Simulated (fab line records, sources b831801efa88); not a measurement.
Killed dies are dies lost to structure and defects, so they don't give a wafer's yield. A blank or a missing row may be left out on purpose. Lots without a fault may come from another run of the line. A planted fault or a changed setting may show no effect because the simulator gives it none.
Chamber matching | flow gf180mcu | GF_V1_CMP_04 on cmp-02: 4 sister chambers
The step polishes SiO2. 16 wafers are shown with their chamber, then 8 later ones without.

WAFERS WITH THEIR CHAMBER
wafer  | chamber | motor_current_A (A) | edge_zone_pressure_frac | time_to_endpoint_s (s)
L866.2 | 2       | 10.3                | 1.008                   | 74
L866.5 | 3       | 12.2                | 0.997                   | 84
L866.6 | 2       | 10.5                | 0.994                   | 78
L868.2 | 0       | 11.2                | 0.992                   | 75
L868.5 | 0       | 11.6                | 0.997                   | 77
L868.6 | 1       | 11.8                | 1.009                   | 85
L870.1 | 1       | 12.7                | 1.006                   | 76
L870.2 | 3       | 11.4                | 0.995                   | 75
L870.5 | 0       | 10.9                | 0.999                   | 81
L881.2 | 3       | 12.1                | 0.996                   | 78
L881.5 | 3       | 12.8                | 0.991                   | 89
L881.6 | 0       | 10.9                | 1.000                   | 80
L882.1 | 1       | 11.8                | 1.000                   | 78
L882.2 | 0       | 11.1                | 1.005                   | 76
L882.3 | 3       | 12.3                | 1.001                   | 81
L883.2 | 1       | 12.4                | 1.008                   | 79

SIGNATURES (means of the wafers above)
reading                 | chamber 0 | chamber 1 | chamber 2 | chamber 3 | scatter within a chamber
motor_current_A         | 11.140    | 12.175    | 10.400    | 12.160    | 0.405
edge_zone_pressure_frac | 0.99860   | 1.00575   | 1.00100   | 0.99600   | 0.0049
time_to_endpoint_s      | 77.80     | 79.50     | 76.00     | 81.40     | 4.05
Rule: a wafer's distance from a chamber is the root of the sum, over the readings, of the square of ((its reading less the chamber's mean) divided by the reading's scatter). The wafer belongs to the nearest chamber; if the next one is less than 2 further off, it can't be placed. The scatter: the root of (the sum of the squares of (reading less its chamber's mean) over the shown wafers, divided by (wafers less chambers)).

WAFERS WITHOUT THEIR CHAMBER
wafer  | motor_current_A (A) | edge_zone_pressure_frac | time_to_endpoint_s (s)
L883.5 | 11.9                | 0.994                   | 78
L883.6 | 12.5                | 1.005                   | 84
L887.2 | 12.3                | 1.010                   | 76
L887.3 | 11.1                | 1.002                   | 70
L887.5 | 10.3                | 1.005                   | 78
L888.2 | 12.2                | 1.005                   | 75
L888.3 | 12.5                | 0.995                   | 78
L888.6 | 11.5                | 0.993                   | 83

WHICH CHAMBER EACH WENT THROUGH
wafer  | from the rows above               | in truth
L883.5 | can't be placed: 3 or 0 or 1      | 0
L883.6 | can't be placed: 1 or 3           | 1
L887.2 | can't be placed: 1 or 3           | 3
L887.3 | can't be placed: 0 or 2 or 1 or 3 | 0
L887.5 | can't be placed: 2 or 0           | 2
L888.2 | can't be placed: 1 or 3 or 0      | 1
L888.3 | can't be placed: 3 or 1           | 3
L888.6 | can't be placed: 3 or 0 or 1 or 2 | 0
Placed correctly: 0 of 8. Can't be placed from these rows: 8 (the true chamber is among the candidates in 8). Placed wrongly: 0.
